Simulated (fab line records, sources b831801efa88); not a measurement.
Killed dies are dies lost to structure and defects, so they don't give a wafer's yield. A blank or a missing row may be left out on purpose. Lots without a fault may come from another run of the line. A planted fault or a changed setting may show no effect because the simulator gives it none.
Chamber matching | flow sfq_line | SFQ_TRILAYER_I7_DEP_PECVD_183 on pecvd-04: 3 sister chambers
The step deposits SiO2 from SiH4/N2O, time 111.11 s, target thk 500 nm. 3 wafers are shown with their chamber, then 7 later ones without.

WAFERS WITH THEIR CHAMBER
wafer  | chamber | throttle_valve_pct (%)
L973.3 | 1       | 25.4
L973.4 | 0       | 24.9
L973.5 | 2       | 23.4

WAFERS WITHOUT THEIR CHAMBER
wafer  | throttle_valve_pct (%)
L980.3 | 22.7
L980.4 | 22.5
L982.4 | 23.2
L982.5 | 22.7
L984.2 | 23.7
L984.3 | 23.0
L984.4 | 23.9

WHICH CHAMBER EACH WENT THROUGH
wafer  | from the rows above          | in truth
L980.3 | 2                            | 2
L980.4 | 2                            | 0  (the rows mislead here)
L982.4 | 2                            | 2
L982.5 | 2                            | 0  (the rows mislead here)
L984.2 | can't be placed: 2 or 0      | 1
L984.3 | 2                            | 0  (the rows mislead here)
L984.4 | can't be placed: 2 or 0 or 1 | 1
Placed correctly: 2 of 7. Can't be placed from these rows: 2 (the true chamber is among the candidates in 1). Placed wrongly: 3.
How it was worked out, from the rows above alone: a wafer's distance from a chamber is the root of the sum, over the readings, of the square of ((its reading less the chamber's mean) divided by the reading's scatter). The wafer belongs to the nearest chamber; if the next one is less than 2 further off, it can't be placed. A chamber's mean is the mean of its shown wafers. The scatter: with one shown wafer a chamber, the root of the mean of the squares of how far each hidden wafer lies from its nearest shown one.
